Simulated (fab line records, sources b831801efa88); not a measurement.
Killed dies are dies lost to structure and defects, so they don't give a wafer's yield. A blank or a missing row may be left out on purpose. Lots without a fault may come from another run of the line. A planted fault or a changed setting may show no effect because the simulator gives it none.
Chamber matching | flow sky130 | SKY_LI_CONTACT_CMP_24 on cmp-01: 4 sister chambers
The step polishes, stops on PSG, t overpolish 20 s, target thk 0 nm. 14 wafers are shown with their chamber, then 7 later ones without.

WAFERS WITH THEIR CHAMBER
wafer  | chamber | motor_current_A (A) | time_to_endpoint_s (s) | overpolish_run_s (s)
L290.3 | 2       | 11.8                | 100                    | 20.014
L290.4 | 0       | 10.3                | 98                     | 20.002
L290.6 | 1       | 13.0                | 99                     | 19.988
L294.2 | 1       | 12.7                | 99                     | 19.993
L294.4 | 0       | 10.7                | 96                     | 20.009
L294.5 | 2       | 11.8                | 100                    | 20.009
L304.2 | 3       | 10.2                | 93                     | 19.996
L304.4 | 0       | 10.7                | 95                     | 20.009
L304.5 | 2       | 12.3                | 96                     | 19.975
L306.2 | 3       | 9.8                 | 92                     | 19.988
L306.3 | 0       | 10.3                | 93                     | 20.000
L306.5 | 0       | 10.7                | 92                     | 19.989
L309.1 | 0       | 10.3                | 97                     | 20.005
L309.3 | 2       | 11.8                | 96                     | 19.989

SIGNATURES (means of the wafers above)
reading            | chamber 0 | chamber 1 | chamber 2 | chamber 3 | scatter within a chamber
motor_current_A    | 10.500    | 12.850    | 11.925    | 10.000    | 0.235
time_to_endpoint_s | 95.17     | 99.00     | 98.00     | 92.50     | 2.08
overpolish_run_s   | 20.00233  | 19.99050  | 19.99675  | 19.99200  | 0.0114
Rule: a wafer's distance from a chamber is the root of the sum, over the readings, of the square of ((its reading less the chamber's mean) divided by the reading's scatter). The wafer belongs to the nearest chamber; if the next one is less than 2 further off, it can't be placed. The scatter: the root of (the sum of the squares of (reading less its chamber's mean) over the shown wafers, divided by (wafers less chambers)).

WAFERS WITHOUT THEIR CHAMBER
wafer  | motor_current_A (A) | time_to_endpoint_s (s) | overpolish_run_s (s)
L309.6 | 12.6                | 93                     | 19.999
L310.3 | 10.9                | 94                     | 19.992
L310.4 | 10.0                | 92                     | 20.002
L310.6 | 12.4                | 95                     | 19.988
L313.2 | 12.9                | 94                     | 20.013
L313.4 | 10.4                | 90                     | 20.007
L313.6 | 12.8                | 92                     | 19.995

WHICH CHAMBER EACH WENT THROUGH
wafer  | from the rows above     | in truth
L309.6 | can't be placed: 1 or 2 | 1
L310.3 | can't be placed: 0 or 3 | 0
L310.4 | can't be placed: 3 or 0 | 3
L310.6 | can't be placed: 2 or 1 | 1
L313.2 | can't be placed: 1 or 2 | 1
L313.4 | can't be placed: 3 or 0 | 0
L313.6 | can't be placed: 1 or 2 | 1
Placed correctly: 0 of 7. Can't be placed from these rows: 7 (the true chamber is among the candidates in 7). Placed wrongly: 0.
